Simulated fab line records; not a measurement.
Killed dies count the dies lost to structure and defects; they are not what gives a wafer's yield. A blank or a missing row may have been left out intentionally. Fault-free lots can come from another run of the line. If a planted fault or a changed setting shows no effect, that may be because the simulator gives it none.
Which tool is to blame? + flow sky130 + 21 wafers from 7 lots sampled at 3 of the route's 708 steps

## WHAT THE GAUGES SHOWED, per wafer
SKY_VT_ADJUST_PCH_TW_MEAS_10.
| lot  | measured     | on            | VT_ADJUST_PCH_TW  |
|------|--------------|---------------|-------------------|
| L334 | day 10 21:30 | film-metro-03 | 142.7 142.3 142.6 |
| L339 | day 12 14:25 | film-metro-04 | 142.3 142.4 141.8 |
| L341 | day 13 02:35 | film-metro-03 | 143.4 143.5 143.8 |
| L343 | day 13 23:01 | film-metro-02 | 141.1 141.2 141.1 |
| L345 | day 14 17:37 | film-metro-04 | 144.2 144.3 144.2 |
| L349 | day 15 17:26 | film-metro-02 | 141.1 140.3 140.6 |
| L351 | day 16 12:09 | film-metro-04 | 142.7 142.8 142.9 |

## EACH LOT AND THE TOOL THAT RAN IT (in order: tool; ch and the chambers of the sampled wafers; start)
| lot  | SKY_FIELD_ISO_ETCH_17           | SKY_VT_ADJUST_HVTR_STRIP_10          |
|------|---------------------------------|--------------------------------------|
| L334 | rie-si-02 ch 0,2, day 2 15:33   | plasma-asher-03 ch 0,1, day 9 22:28  |
| L339 | rie-si-01 ch 1,3, day 3 16:54   | plasma-asher-03 ch 0,1, day 11 16:05 |
| L341 | rie-si-02 ch 0,3, day 4 02:56   | plasma-asher-03 ch 0,1, day 12 02:17 |
| L343 | rie-si-01 ch 1,2,3, day 4 15:38 | plasma-asher-02 ch 0,1, day 12 22:23 |
| L345 | rie-si-01 ch 1,2,3, day 5 01:15 | plasma-asher-02 ch 0,1, day 13 15:26 |
| L349 | rie-si-02 ch 2,3, day 5 23:51   | plasma-asher-02 ch 0,1, day 14 13:46 |
| L351 | rie-si-01 ch 2,3, day 6 08:59   | plasma-asher-04 ch 0,1, day 15 07:40 |
- SKY_FIELD_ISO_ETCH_17: etches Si in HBr/Cl2/O2, target depth 342 nm, time 97.7 s.
- SKY_VT_ADJUST_HVTR_STRIP_10: strips in O2/N2.

## THE ANSWER, worked out from the rows above alone
Rule: the usual values come from the lots themselves. The widest of any qualifying gaps counts: lots, ordered by their means at a reading, are off when they make up no more than a third of the lots, leave a main group of 4 or more, and stand apart from it by 3 or more times the standard deviation of that group's means. Not used: any main group whose means are identical at the precision the tables above print for the reading. A lot without any number at a reading at which 4 lots or more have one is off too. The other lots that the step has rows for count as sound.
No lot is off on any of the readings shown, so nothing can be concluded from this.

## WHAT HAD BEEN PUT IN BY THE SIMULATOR
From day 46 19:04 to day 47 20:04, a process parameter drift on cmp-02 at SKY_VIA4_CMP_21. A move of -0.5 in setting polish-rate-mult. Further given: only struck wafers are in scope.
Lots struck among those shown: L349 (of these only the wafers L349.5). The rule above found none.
